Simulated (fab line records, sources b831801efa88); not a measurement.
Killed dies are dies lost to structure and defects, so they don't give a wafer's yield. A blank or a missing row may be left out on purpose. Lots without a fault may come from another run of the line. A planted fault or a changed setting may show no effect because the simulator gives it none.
A struck lot beside a sound one | flow sky130 | 17 steps out of a route of 708
Sound: wafers L470.2, L470.3, L470.5. Struck: wafer L472.3. (L472.4, L472.5 of the same lot were not struck and are left out.) The cause comes at the end.
At each step with rows: each side's tool, then ch and its chambers, then its first start. Under that, the readings that differ: sound wafers | struck wafers | difference of the means | sigmas: that difference in standard deviations of wafers without a fault.
alike: readings whose means differ by less than 2 such deviations, and words and numbers that are the same on both sides. not compared: withheld readings, readings that some wafer has no value for, bounds like >300 that may hide the same value, and numbers for which the record gives no deviation and whose values overlap.
The two part at a step that has a row with sigmas, a row that says differs or no value, or rows on one side only. Numbers that don't overlap but have no deviation are shown without sigmas and don't part them. A reading that every wafer of one side lacks parts them only if that side has two wafers or more.

first, 3 steps without rows for these wafers: SKY_LI_CONTACT_EXPOSE_09 (exposes mask LICM1, target cd 170 nm); SKY_LI_CONTACT_PEB_10; SKY_LI_CONTACT_DEVELOP_11 (develop time 60 s).
SKY_LI_CONTACT_CD_MEAS_12: target cd 170 nm.
  sound on cd_sem-02, day 30 04:10; struck on cd_sem-02, day 31 05:25
  alike: cd_nm
SKY_LI_CONTACT_OVL_MEAS_13:
  sound on overlay-02, day 30 04:16; struck on overlay-02, day 31 05:30
  alike: LI_CONTACT_OVL
SKY_LI_CONTACT_ETCH_14: etches BARC in N2/H2, stops on SiO2, time 45.9 s, target depth 60 nm.
  sound on rie_diel-01 ch 0,1,2, day 30 04:18; struck on rie_diel-02 ch 1, day 31 05:32
  reading                     | sound          | struck | difference | sigmas
  drypump_motor_current_A (A) | 6.15 5.82 5.92 | 5.34   | -0.62      | -2
  alike: oes_product_au, throttle_valve_pct
  not compared: rf_hours_counter_h
SKY_LI_CONTACT_ETCH_15: etches PSG in C4F8/O2/Ar, stops on Si, target depth 600 nm.
  sound on rie_diel-01 ch 0,1,2, day 30 04:20; struck on rie_diel-02 ch 1, day 31 05:34
  alike: oes_product_au
SKY_LI_CONTACT_STRIP_16: strips in O2/N2.
  sound on plasma_asher-03 ch 0,1, day 30 04:26; struck on plasma_asher-03 ch 1, day 31 05:41
  alike: drypump_motor_current_A, oes_product_au, strip_time_to_endpoint_s
  not compared: rf_hours_counter_h
then, 2 steps without rows for these wafers: SKY_LI_CONTACT_CLEAN_17 (cleans in NMP, time 600 s); SKY_LI_CONTACT_PRE_CLEAN_18 (time 5.6 s).
SKY_LI_CONTACT_SPUTTER_19: material Ti, target thk 20 nm, time 106.37 s.
  sound on pvd_sputter-01, day 30 04:44; struck on pvd_sputter-04, day 31 05:58
  alike: throttle_valve_pct
then, 1 step without rows for these wafers: SKY_LI_CONTACT_SPUTTER_20 (material TiN, target thk 20 nm, time 80 s).
SKY_LI_CONTACT_CVD_21: deposits W, target thk 400 nm, time 120.56 s.
  sound on cvd_w-01 ch 0,1, day 30 04:52; struck on cvd_w-01 ch 0, day 31 06:08
  reading                                  | sound                | struck | difference | sigmas
  susceptor_temp_C (C)                     | 400.00 400.07 400.26 | 403.59 | +3.48      | +14
  model.W_of_LI_CONTACT_CVD_21.thk_nm (nm) | 401.4 399.1 397.2    | 425.3  | +26.1      |
  alike: heater_power_w
SKY_LI_CONTACT_RS_MEAS_22: measures by four-point-probe.
  sound on film_metro-04, day 30 05:01; struck on film_metro-01, day 31 06:16
  reading                  | sound             | struck | difference | sigmas
  LI_CONTACT_W_RS (ohm/sq) | 0.284 0.286 0.287 | 0.268  | -0.018     | -4
SKY_LI_CONTACT_THK_MEAS_23: measures by xrf.
  sound on film_metro-04, day 30 05:08; struck on film_metro-01, day 31 06:22
  reading               | sound       | struck | difference | sigmas
  LI_CONTACT_W_THK (nm) | 407 406 402 | 434    | +29        | +4
SKY_LI_CONTACT_CMP_24: polishes, stops on PSG, t overpolish 20 s, target thk 0 nm.
  sound on cmp-01 ch 2,3, day 30 05:11; struck on cmp-02 ch 0, day 31 06:25
  alike: motor_current_A, platen_rpm
-- the record jumps here: 16 days lie between the struck wafers' starts before and after (it left off in module LI_CONTACT and takes up again in module PAD_OPEN, whose first step shown is number 708 of the route) --
SKY_PAD_OPEN_PROBE_99:
  sound on prober-01, day 46 13:10; struck on prober-01, day 47 08:37
  alike: killed_at_M0_to_M3, killed_at_M4_up, killed_at_contacts, killed_at_front_end, killed_at_other, killed_dies, killed_open, killed_short

WHERE THEY PART
First at SKY_LI_CONTACT_ETCH_14; last, within this record, at SKY_LI_CONTACT_THK_MEAS_23. Later steps at which nothing parts them and some readings are alike: SKY_LI_CONTACT_CMP_24, SKY_PAD_OPEN_PROBE_99.

WHY: what the simulator had put in
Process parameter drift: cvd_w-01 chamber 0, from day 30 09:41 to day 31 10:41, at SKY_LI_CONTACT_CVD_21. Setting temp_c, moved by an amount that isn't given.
